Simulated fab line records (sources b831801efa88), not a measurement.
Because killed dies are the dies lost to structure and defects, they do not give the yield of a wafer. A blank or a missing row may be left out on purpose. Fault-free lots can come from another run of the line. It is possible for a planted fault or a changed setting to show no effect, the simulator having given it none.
fab line records | flow gf180mcu
record: lots: 6 | wafers: 18 | last_day: 33
route steps=602 shown PSD@249 NSD@262
lots that met no fault: taken from a fault-free run of the same line
start_h: hours from the record's opening day to when the first of the lot's shown wafers began | wait_h: how many hours have passed since the lot's step before this one | " as in the row above | L1.1+2: one row covering several wafers at once | - value missing, or start not given | * or withheld: withheld | < > ~ a bound
route shown NAME@n: a module of which the file shows steps, and the number in the route of the first | usual: mean/standard deviation taken from wafers without a fault | same: alike in all rows | chamber/n: place in a boat | sites: per-site readings | _std_site: how widely they spread, as a standard deviation | _edge_site: the outer-site mean with the inner-site mean subtracted | radius_mm: for every site, how far away it sits from the centre of the wafer | mask NAME#n: copy n | behind: tool/chamber where the wafer was last shaped | hold: why the lot went on hold/how many hours it stayed there/how the hold came to an end | device: the transistor (n, p or np) that didn't switch | end of line: the same wafers' tests at the end of the route | step lacking rows: just its recipe | killed: count of dies lost to structure and defects at first sort (not the wafer's yield) | map: a wafer's dies, x killed, . not, _ none there
set.NAME: setting as actually run; set.NAME@STEP: the setting as run at that earlier step | model.NAME: the simulator's own value behind a step, which no gauge read
lots at some steps of the route; a table a step, a row a wafer
services: from which hour (start_h, from the record's first day; less than 0 if before it) a tool's chamber was out of use, for how many hours, and why
== steps ==
step: GF_PSD_HMDS_01
recipe: prime_time_s: 60 | prime_temp_c: 120
step: GF_PSD_COAT_02
recipe: resist: NOVOLAK | spin_rpm: 3000 | resist_thk_nm: 1000
step: GF_PSD_SOFTBAKE_03
recipe: temp_c: 90 | time_s: 60 | resist: NOVOLAK
step: GF_PSD_EXPOSE_04
recipe: mask_id: Pplus | target_cd_nm: 400 | na: 0.6 | source_shape: conventional | sigma_outer: 0.6 | dose_mj: 140
step: GF_PSD_PEB_05
recipe: temp_c: withheld | time_s: * | resist: NOVOLAK
step: GF_PSD_DEVELOP_06
recipe: develop_time_s: 60 | dev_temp_c: 23
step: GF_PSD_CD_MEAS_07
recipe: target_cd_nm: 400
usual: cd_nm: 400.3/2.2
lot.wafer | tool      | chamber | start_h | wait_h | cd_nm
L129.2    | cd_sem-02 | -       | 334.96  | 0.1    | 399.1
L129.4    | "         | -       | "       | "      | 399.0
L129.5    | "         | -       | "       | "      | 399.9
L132.1    | cd_sem-01 | -       | 369.41  | 0.1    | 399.9
L132.3    | "         | -       | "       | "      | 401.2
L132.5    | "         | -       | "       | "      | 399.0
L140.3    | cd_sem-02 | -       | 447.30  | 0.1    | 404.5
L140.4    | "         | -       | "       | "      | 403.5
L140.5    | "         | -       | "       | "      | 401.7
L142.3    | cd_sem-01 | -       | 464.83  | 0.1    | 399.8
L142.5    | "         | -       | "       | "      | 400.9
L142.6    | "         | -       | "       | "      | 400.2
L144.1    | cd_sem-01 | -       | 476.54  | 0.1    | 398.0
L144.5    | "         | -       | "       | "      | 398.4
L144.6    | "         | -       | "       | "      | 401.3
L145.1    | cd_sem-02 | -       | 484.66  | 0.1    | 397.5
L145.2    | "         | -       | "       | "      | 399.9
L145.4    | "         | -       | "       | "      | 398.2
step: GF_PSD_OVL_MEAS_08
usual: PSD_OVL: -0.1/1.2
lot.wafer | tool       | chamber | start_h | wait_h | PSD_OVL[nm]
L129.2    | overlay-01 | -       | 335.06  | 0.1    | -2.1
L129.4    | "          | -       | "       | "      | -1.2
L129.5    | "          | -       | "       | "      | -0.7
L132.1    | overlay-01 | -       | 369.53  | 0.1    | 0.2
L132.3    | "          | -       | "       | "      | 0.3
L132.5    | "          | -       | "       | "      | 0.7
L140.3    | overlay-02 | -       | 447.39  | 0.1    | -0.7
L140.4    | "          | -       | "       | "      | -2.6
L140.5    | "          | -       | "       | "      | -1.5
L142.3    | overlay-01 | -       | 464.92  | 0.1    | -0.3
L142.5    | "          | -       | "       | "      | -0.6
L142.6    | "          | -       | "       | "      | -1.0
L144.1    | overlay-02 | -       | 476.66  | 0.1    | -1.7
L144.5    | "          | -       | "       | "      | -1.7
L144.6    | "          | -       | "       | "      | -1.3
L145.1    | overlay-02 | -       | 484.78  | 0.1    | 1.7
L145.2    | "          | -       | "       | "      | -0.1
L145.4    | "          | -       | "       | "      | -0.1
step: GF_PSD_IMPLANT_09
recipe: species: BF2 | energy_kev: 40 | dose_cm2: 1.5e+15 | tilt_deg: 7
step: GF_PSD_STRIP_10
recipe: chemistry: O2/N2 | power_w: 1400 | pressure_mtorr: 1500 | platen_temp_c: 250 | o2_flow_sccm: 3000 | n2_flow_sccm: 300 | overash_fraction: 0.5
usual: drypump_motor_current_A: 5.92/0.27 | heater_power_w: 341/26 | n2_flow_sccm: 299.9/0.83 | oes_product_au: 0.592/0.0042 | strip_time_to_endpoint_s: 16.52/0.035
lot.wafer | tool            | chamber | start_h | wait_h | drypump_motor_current_A | heater_power_w | n2_flow_sccm | oes_product_au | rf_hours_counter_h | strip_time_to_endpoint_s
L129.2    | plasma_asher-04 | 0       | 335.24  | 0.1    | 5.51                    | 308            | 300.3        | 0.588          | 69                 | 16.46
L129.4    | "               | 1       | "       | "      | 6.23                    | 341            | 299.5        | 0.597          | -                  | 16.48
L129.5    | "               | 1       | "       | "      | 6.18                    | 335            | 300.0        | 0.595          | -                  | 16.47
L132.1    | plasma_asher-02 | 0       | 369.71  | 0.1    | 6.14                    | 370            | 300.9        | 0.590          | 24                 | 16.55
L132.3    | "               | 1       | "       | "      | 6.35                    | 385            | 298.9        | 0.585          | -                  | 16.52
L132.5    | "               | 0       | "       | "      | 6.11                    | 356            | 301.2        | 0.592          | -                  | 16.54
L140.3    | plasma_asher-04 | 0       | 447.60  | 0.1    | 5.50                    | 320            | 299.3        | 0.592          | -                  | 16.52
L140.4    | "               | 1       | "       | "      | 6.22                    | 342            | 300.0        | 0.593          | -                  | 16.55
L140.5    | "               | 0       | "       | "      | 5.53                    | 317            | 299.5        | 0.598          | -                  | 16.54
L142.3    | plasma_asher-01 | 0       | 465.13  | 0.1    | 5.76                    | 364            | 300.6        | 0.594          | -                  | 16.48
L142.5    | "               | 1       | "       | "      | 5.92                    | 321            | 299.2        | 0.577          | -                  | 16.51
L142.6    | "               | 0       | "       | "      | 5.79                    | 369            | 299.6        | 0.599          | -                  | 16.50
L144.1    | plasma_asher-01 | 0       | 476.85  | 0.1    | 5.78                    | 362            | 301.0        | 0.589          | 82                 | 16.49
L144.5    | "               | 0       | "       | "      | 5.77                    | 364            | 300.5        | 0.591          | -                  | 16.50
L144.6    | "               | 1       | "       | "      | 5.96                    | 329            | 300.5        | 0.594          | -                  | 16.48
L145.1    | plasma_asher-02 | 1       | 484.96  | 0.1    | 6.34                    | 390            | 299.4        | 0.592          | 34                 | 16.51
L145.2    | "               | 0       | "       | "      | 6.04                    | 371            | 299.8        | 0.595          | 34                 | 16.56
L145.4    | "               | 1       | "       | "      | 6.34                    | 383            | 299.8        | 0.593          | -                  | 16.51
step: GF_PSD_TW_MEAS_11
usual: PSD_TW: 3214/38
lot.wafer | tool          | chamber | start_h | wait_h | PSD_TW
L129.2    | film_metro-01 | -       | 335.35  | 0.1    | 3222
L129.4    | "             | -       | "       | "      | 3232
L129.5    | "             | -       | "       | "      | 3241
L132.1    | film_metro-01 | -       | 369.81  | 0.1    | 3268
L132.3    | "             | -       | "       | "      | 3265
L132.5    | "             | -       | "       | "      | 3254
L140.3    | film_metro-01 | -       | 447.68  | 0.1    | 3239
L140.4    | "             | -       | "       | "      | 3236
L140.5    | "             | -       | "       | "      | 3239
L142.3    | film_metro-01 | -       | 465.21  | 0.1    | 3258
L142.5    | "             | -       | "       | "      | 3260
L142.6    | "             | -       | "       | "      | 3250
L144.1    | film_metro-01 | -       | 476.95  | 0.1    | 3248
L144.5    | "             | -       | "       | "      | 3244
L144.6    | "             | -       | "       | "      | 3246
L145.1    | film_metro-03 | -       | 485.06  | 0.1    | 3184
L145.2    | "             | -       | "       | "      | 3153
L145.4    | "             | -       | "       | "      | 3169
step: GF_PSD_CLEAN_12
recipe: chemistry: SC1/SC2 | mix: 1:4:20 | temp_c: 70 | time_s: 150 | dry: n2_spin
step: GF_PSD_RTA_13
recipe: temp_c: 1025 | time_s: 20 | ambient: N2
usual: lamp_power_pct: 35.5/1.1 | run_length_s: 48.4/0.55 | wafer_temp_C_max: 1028.8/1.1
lot.wafer | tool          | chamber | start_h | wait_h | lamp_power_pct | run_length_s | wafer_temp_C_max
L129.2    | rtp_anneal-01 | 0       | 335.47  | 0.0    | 34.3           | 48.6         | 1029.6
L129.4    | "             | 0       | "       | "      | 34.3           | 48.5         | 1028.5
L129.5    | "             | 0       | "       | "      | 34.2           | 48.6         | 1028.7
L132.1    | rtp_anneal-01 | 0       | 369.92  | 0.0    | 34.3           | 48.4         | 1029.6
L132.3    | "             | 0       | "       | "      | 34.3           | 49.0         | 1029.8
L132.5    | "             | 0       | "       | "      | 34.2           | 48.4         | 1030.7
L140.3    | rtp_anneal-01 | 0       | 447.80  | 0.0    | 34.2           | 72.8         | 1031.0
L140.4    | "             | 0       | "       | "      | 34.2           | 72.8         | 1029.3
L140.5    | "             | 0       | "       | "      | 34.3           | 72.9         | 1031.2
L142.3    | rtp_anneal-01 | 0       | 465.33  | 0.0    | 34.2           | 73.1         | 1029.2
L142.5    | "             | 0       | "       | "      | 34.2           | 73.3         | 1028.7
L142.6    | "             | 0       | "       | "      | 34.2           | 72.9         | 1030.3
L144.1    | rtp_anneal-02 | 0       | 477.06  | 0.0    | 36.5           | 48.0         | 1027.7
L144.5    | "             | 0       | "       | "      | 36.5           | 48.0         | 1028.1
L144.6    | "             | 0       | "       | "      | 36.5           | 48.1         | 1028.7
L145.1    | rtp_anneal-02 | 0       | 485.18  | 0.0    | 36.5           | 48.2         | 1027.8
L145.2    | "             | 0       | "       | "      | 36.5           | 48.4         | 1027.2
L145.4    | "             | 0       | "       | "      | 36.5           | 47.9         | 1027.6
step: GF_PSD_RS_MEAS_14
recipe: thk_meas_gauge: four-point-probe
usual: NSD_RS: 46.10/0.083
lot.wafer | tool          | chamber | start_h | wait_h | hold                     | NSD_RS[ohm/sq]
L129.2    | film_metro-03 | -       | 335.56  | 0.1    | -                        | 46.07
L129.4    | "             | -       | "       | "      | -                        | 46.05
L129.5    | "             | -       | "       | "      | -                        | 46.18
L132.1    | film_metro-03 | -       | 370.01  | 0.1    | -                        | 46.12
L132.3    | "             | -       | "       | "      | -                        | 46.10
L132.5    | "             | -       | "       | "      | -                        | 45.95
L140.3    | film_metro-01 | -       | 447.90  | 0.1    | await_dispo/0.2h/release | 41.97
L140.4    | "             | -       | "       | "      | await_dispo/0.2h/release | 41.83
L140.5    | "             | -       | "       | "      | await_dispo/0.2h/release | 41.80
L140.3    | film_metro-01 | -       | 448.18  | 0.3    | -                        | 41.84
L140.4    | "             | -       | "       | "      | -                        | 41.84
L140.5    | "             | -       | "       | "      | -                        | 41.84
L142.3    | film_metro-02 | -       | 465.43  | 0.1    | await_dispo/0.2h/release | 41.83
L142.5    | "             | -       | "       | "      | await_dispo/0.2h/release | 41.96
L142.6    | "             | -       | "       | "      | await_dispo/0.2h/release | 41.77
L142.3    | film_metro-02 | -       | 465.71  | 0.3    | -                        | 41.80
L142.5    | "             | -       | "       | "      | -                        | 41.88
L142.6    | "             | -       | "       | "      | -                        | 41.93
L144.1    | film_metro-02 | -       | 477.14  | 0.1    | -                        | 45.99
L144.5    | "             | -       | "       | "      | -                        | 46.01
L144.6    | "             | -       | "       | "      | -                        | 46.14
L145.1    | film_metro-02 | -       | 485.26  | 0.1    | -                        | 46.20
L145.2    | "             | -       | "       | "      | -                        | 46.07
L145.4    | "             | -       | "       | "      | -                        | 46.16
== services ==
tool            | chamber | start_h | hours | kind
plasma_asher-04 | -       | 313.24  | 2.5   | repair
plasma_asher-02 | -       | 359.37  | 4.4   | repair
plasma_asher-02 | -       | 376.90  | 3.6   | repair
plasma_asher-04 | -       | 406.47  | 3.2   | repair
plasma_asher-02 | -       | 414.24  | 6.8   | repair
plasma_asher-01 | -       | 418.51  | 2.8   | pm
plasma_asher-02 | -       | 418.54  | 2.2   | repair
plasma_asher-04 | -       | 421.25  | 9.0   | pm
plasma_asher-04 | 0       | 421.25  | 9.0   | vent_cycle
plasma_asher-04 | 1       | 421.25  | 9.0   | vent_cycle
plasma_asher-04 | 0       | 430.25  | -     | clean
plasma_asher-04 | 1       | 430.25  | -     | clean
plasma_asher-04 | -       | 433.67  | 2.7   | repair
plasma_asher-02 | -       | 473.57  | 3.4   | repair
== key ==
first_sign: step: GF_PSD_RTA_13 | reading: run_length_s | direction: up | sigmas: 45 | usual: * | struck: *
effect: step: GF_PSD_RS_MEAS_14 | reading: visit | direction: added
effect: step: GF_PSD_RS_MEAS_14 | reading: NSD_RS | direction: down | sigmas: 51 | usual: 46.10 | struck: 41.86
met_at GF_PSD_RTA_13
struck_wafers L140.3,L140.4,L140.5,L142.3,L142.5,L142.6
scrapped_behind GF_PSD_RS_MEAS_14 L140.3,L140.4,L140.5,L142.3,L142.5,L142.6
onset_between 369.92 447.80
fault: kind: process_parameter_drift | tool: rtp_anneal-01 | chamber: - | onset_h: 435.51 | steps: GF_PSD_RTA_13 | channel: time_s | offset: * | shape: step | end_h: 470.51 | acts_in: * | stated: *
